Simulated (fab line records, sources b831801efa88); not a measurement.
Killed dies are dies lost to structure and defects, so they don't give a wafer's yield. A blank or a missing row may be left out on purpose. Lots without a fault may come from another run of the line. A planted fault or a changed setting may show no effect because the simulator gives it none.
Which tool did it? | flow gf180mcu | 14 lots, 42 wafers sampled, at 4 steps of a route of 602

WHAT THE GAUGES READ, wafer by wafer
The record holds no reading of a measuring or inspecting step that can be judged against a usual standard deviation.

WHICH TOOL RAN EACH LOT (tool, then ch and the chambers of the sampled wafers, then the start)
lot  | GF_V1_CMP_26                  | GF_V2_SPUTTER_22             | GF_M3_SPUTTER_01             | GF_M3_SPUTTER_02
L344 | cmp-02 ch 0,2,3, day 18 03:22 | pvd_sputter-01, day 20 05:18 | pvd_sputter-04, day 20 06:02 | pvd_sputter-04, day 20 06:04
L345 | cmp-02 ch 0,1,2, day 18 07:27 | pvd_sputter-01, day 20 10:14 | pvd_sputter-02, day 20 10:58 | pvd_sputter-02, day 20 10:59
L347 | cmp-02 ch 0,1,2, day 19 02:22 | pvd_sputter-03, day 21 05:08 | pvd_sputter-02, day 21 05:52 | pvd_sputter-02, day 21 05:53
L349 | cmp-01 ch 0,1,3, day 20 07:09 | pvd_sputter-04, day 22 09:28 | pvd_sputter-01, day 22 10:12 | pvd_sputter-01, day 22 10:14
L350 | cmp-02 ch 0,3, day 20 14:49   | pvd_sputter-03, day 22 16:16 | pvd_sputter-04, day 22 17:00 | pvd_sputter-04, day 22 17:02
L354 | cmp-01 ch 0,1,3, day 22 03:49 | pvd_sputter-03, day 24 03:52 | pvd_sputter-04, day 24 04:43 | pvd_sputter-04, day 24 04:44
L357 | cmp-01 ch 0,1,2, day 23 12:03 | pvd_sputter-03, day 25 11:16 | pvd_sputter-04, day 25 11:59 | pvd_sputter-04, day 25 12:01
L358 | cmp-01 ch 0,1,3, day 23 15:21 | pvd_sputter-03, day 25 14:07 | pvd_sputter-02, day 25 14:50 | pvd_sputter-02, day 25 14:52
L359 | cmp-02 ch 0,1,2, day 24 01:31 | pvd_sputter-04, day 26 00:12 | pvd_sputter-02, day 26 00:56 | pvd_sputter-02, day 26 00:58
L360 | cmp-01 ch 0,1,2, day 24 05:01 | pvd_sputter-01, day 26 02:58 | -                            | -
L361 | cmp-01 ch 1,2,3, day 24 16:16 | pvd_sputter-04, day 26 13:18 | -                            | -
L365 | cmp-02 ch 0,1,2, day 25 11:20 | pvd_sputter-01, day 27 07:49 | pvd_sputter-04, day 27 08:33 | pvd_sputter-04, day 27 08:35
L366 | cmp-01 ch 0,1, day 25 20:30   | pvd_sputter-04, day 27 16:44 | pvd_sputter-01, day 27 17:28 | pvd_sputter-01, day 27 17:29
L367 | cmp-01 ch 0,1,2, day 26 01:45 | pvd_sputter-04, day 27 20:53 | pvd_sputter-01, day 27 21:37 | pvd_sputter-01, day 27 21:38
- GF_V1_CMP_26: polishes, stops on SiO2, t overpolish 15 s, target thk 0 nm.
- GF_V2_SPUTTER_22: material TiN, target thk 10 nm, time 40 s.
- GF_M3_SPUTTER_01: material TiN, target thk 30 nm, time 25 s.
- GF_M3_SPUTTER_02: material AlCu, target thk 450 nm, time 23.9 s.

WHAT THE TOOLS THEMSELVES READ (means of the sampled wafers that have a number; where no wafer has one, the mark that the record gives instead)
GF_V1_CMP_26. Usual: motor_current_A 11.0 A, standard deviation 1.2; overpolish_run_s 15.002 s, standard deviation 0.0095; slurry_filter_dp_kPa 13.50 kPa, standard deviation 0.13; time_to_endpoint_s 85 s, standard deviation 3.5.
lot  | tool   | motor_current_A (A) | overpolish_run_s (s) | slurry_filter_dp_kPa (kPa) | time_to_endpoint_s (s) | flag
L344 | cmp-02 | 10.7                | 15.005               | 13.54                      | 85                     |
L345 | cmp-02 | 11.1                | 14.996               | 13.47                      | 82                     |
L347 | cmp-02 | 11.2                | 15.000               | 13.55                      | 85                     |
L349 | cmp-01 | 11.1                | 14.997               | 13.49                      | 84                     |
L350 | cmp-02 | 12.1                | 15.006               | 13.43                      | 82                     |
L354 | cmp-01 | 11.1                | 15.006               | 13.63                      | 85                     |
L357 | cmp-01 | 11.5                | 15.006               | 13.46                      | 86                     |
L358 | cmp-01 | 11.0                | 14.995               | 13.61                      | 85                     |
L359 | cmp-02 | 11.0                | 15.006               | 13.44                      | 83                     |
L360 | cmp-01 | 11.4                | 15.007               | 13.54                      | 87                     |
L361 | cmp-01 | 11.2                | 15.003               | 13.51                      | 88                     |
L365 | cmp-02 | 11.3                | 15.012               | 13.52                      | 82                     |
L366 | cmp-01 | 11.4                | 14.994               | 13.49                      | 89                     |
L367 | cmp-01 | 11.6                | 15.002               | 13.48                      | 88                     |

GF_V2_SPUTTER_22. Usual: cathode_dc_power_W 4000.0 W, standard deviation 0.61; chamber_pressure_pa 4.998 Pa, standard deviation 0.0095; throttle_valve_pct 30.0 %, standard deviation 1.2.
lot  | tool           | cathode_dc_power_W (W) | chamber_pressure_pa (Pa) | throttle_valve_pct (%) | flag
L344 | pvd_sputter-01 | 4000.1                 | 4.984                    | 30.3                   |
L345 | pvd_sputter-01 | 3999.8                 | 5.000                    | 30.1                   |
L347 | pvd_sputter-03 | 3999.9                 | 5.007                    | 29.4                   |
L349 | pvd_sputter-04 | 4000.1                 | 5.002                    | 30.4                   |
L350 | pvd_sputter-03 | 4000.0                 | 5.000                    | 29.3                   |
L354 | pvd_sputter-03 | 4000.2                 | 4.997                    | 29.3                   |
L357 | pvd_sputter-03 | 4000.0                 | 5.006                    | 30.4                   |
L358 | pvd_sputter-03 | 3999.4                 | 4.991                    | 30.3                   |
L359 | pvd_sputter-04 | 4000.4                 | 5.003                    | 29.7                   |
L360 | pvd_sputter-01 | -                      | -                        | -                      | OFF
L361 | pvd_sputter-04 | -                      | -                        | -                      | OFF
L365 | pvd_sputter-01 | 3999.8                 | 5.012                    | 30.4                   |
L366 | pvd_sputter-04 | 3999.8                 | 4.996                    | 30.8                   |
L367 | pvd_sputter-04 | 4000.1                 | 4.994                    | 29.7                   |

GF_M3_SPUTTER_01. Usual: cathode_dc_power_W 6500.0 W, standard deviation 1.2; chamber_pressure_pa 0.4000 Pa, standard deviation 0.00078; throttle_valve_pct 30.2 %, standard deviation 1.2.
lot  | tool           | cathode_dc_power_W (W) | chamber_pressure_pa (Pa) | throttle_valve_pct (%) | flag
L344 | pvd_sputter-04 | 6500.4                 | 0.4001                   | 30.2                   |
L345 | pvd_sputter-02 | 6499.5                 | 0.4001                   | 31.1                   |
L347 | pvd_sputter-02 | 6501.0                 | 0.4007                   | 29.4                   |
L349 | pvd_sputter-01 | 6500.6                 | 0.4002                   | 30.1                   |
L350 | pvd_sputter-04 | 6500.6                 | 0.3999                   | 30.3                   |
L354 | pvd_sputter-04 | 6500.2                 | 0.3999                   | 30.1                   |
L357 | pvd_sputter-04 | 6501.1                 | 0.4000                   | 29.7                   |
L358 | pvd_sputter-02 | 6501.1                 | 0.3997                   | 31.4                   |
L359 | pvd_sputter-02 | 6499.8                 | 0.3996                   | 29.8                   |
L365 | pvd_sputter-04 | 6498.8                 | 0.4006                   | 30.6                   |
L366 | pvd_sputter-01 | 6499.5                 | 0.4003                   | 29.0                   |
L367 | pvd_sputter-01 | 6499.3                 | 0.4003                   | 30.3                   |

GF_M3_SPUTTER_02. Usual: cathode_dc_power_W 10600 W, standard deviation 2.1; chamber_pressure_pa 0.4001 Pa, standard deviation 0.00073; throttle_valve_pct 30.2 %, standard deviation 1.2.
lot  | tool           | cathode_dc_power_W (W) | chamber_pressure_pa (Pa) | throttle_valve_pct (%) | flag
L344 | pvd_sputter-04 | 10601                  | 0.4000                   | 30.1                   |
L345 | pvd_sputter-02 | 10601                  | 0.4000                   | 30.7                   |
L347 | pvd_sputter-02 | 10599                  | 0.3998                   | 29.5                   |
L349 | pvd_sputter-01 | 10599                  | 0.4004                   | 30.2                   |
L350 | pvd_sputter-04 | 10602                  | 0.4003                   | 30.2                   |
L354 | pvd_sputter-04 | 10598                  | 0.4003                   | 30.1                   |
L357 | pvd_sputter-04 | 10601                  | 0.3996                   | 29.6                   |
L358 | pvd_sputter-02 | 10599                  | 0.3999                   | 31.5                   |
L359 | pvd_sputter-02 | 10600                  | 0.3998                   | 29.9                   |
L365 | pvd_sputter-04 | 10599                  | 0.4002                   | 30.5                   |
L366 | pvd_sputter-01 | 10598                  | 0.3994                   | 28.9                   |
L367 | pvd_sputter-01 | 10601                  | 0.3998                   | 30.4                   |

THE ANSWER, worked out from the rows above alone
Rule: a lot is off if the mean of its wafers that have a number lies more than 3 standard deviations from the usual mean. A lot without any number at a reading at which 4 lots or more have one is off too. The other lots that the step has rows for count as sound. The gauges are gone through in route order, then the tools' own readings, and for those a lot's mean is taken as printed above. The first step at which some lot is off is used, and at that step the reading that is off furthest; a lot without a number counts as furthest.
Off: L360, L361, at GF_V2_SPUTTER_22 (cathode_dc_power_W). Without a number there: L360, L361.
A tool fits if, at that step or a process step before it, it ran every lot that is off, and no sound lot after the first of them. None of those tried fits.

WHAT THE SIMULATOR HAD PUT IN
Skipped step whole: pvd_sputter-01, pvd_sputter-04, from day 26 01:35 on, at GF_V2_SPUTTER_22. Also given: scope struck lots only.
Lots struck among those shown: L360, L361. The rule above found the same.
